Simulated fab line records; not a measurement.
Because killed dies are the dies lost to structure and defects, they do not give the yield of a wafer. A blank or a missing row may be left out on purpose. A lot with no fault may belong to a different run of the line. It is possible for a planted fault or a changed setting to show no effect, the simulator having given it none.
Chamber matching	flow sky130	SKY_LI_CONTACT_CMP_02 on cmp-01: 4 sister chambers
The step polishes PSG. 4 wafers are shown with their chamber, then 12 later ones without.

## WAFERS WITH THEIR CHAMBER
wafer	chamber	motor_current_A (A)
L086.1	2	11.8
L086.6	3	15.2
L087.2	0	12.1
L087.5	1	11.2

## WAFERS WITHOUT THEIR CHAMBER
wafer	motor_current_A (A)
L091.1	11.2
L091.2	11.3
L091.5	12.1
L092.1	14.7
L092.3	12.1
L092.6	12.6
L093.1	11.8
L093.3	11.6
L093.4	15.0
L095.4	11.5
L095.5	11.9
L095.6	11.6

## CHAMBER TAKEN BY EACH
wafer	from the rows above	in truth
L091.1	1	1
L091.2	can't be placed: 1 or 2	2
L091.5	can't be placed: 0 or 2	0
L092.1	3	3
L092.3	can't be placed: 0 or 2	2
L092.6	can't be placed: 0 or 2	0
L093.1	can't be placed: 2 or 0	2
L093.3	can't be placed: 2 or 1 or 0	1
L093.4	3	3
L095.4	can't be placed: 1 or 2 or 0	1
L095.5	can't be placed: 2 or 0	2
L095.6	can't be placed: 2 or 1 or 0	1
Placed correctly: 3 of 12. These rows do not allow placing 9 (true chamber among the candidates in 9). Placed wrongly: 0.
How it was worked out, from the rows above alone: a wafer's distance from a chamber is the root of the sum, over the readings, of the square of ((its reading less the chamber's mean) divided by the reading's scatter). If the next closest chamber is less than 2 further off than the closest, the wafer can't be placed; otherwise it belongs to the closest. A chamber's mean is the mean of its shown wafers. The scatter: root of mean squared gap, hidden wafer to nearest shown wafer, with one shown wafer a chamber.
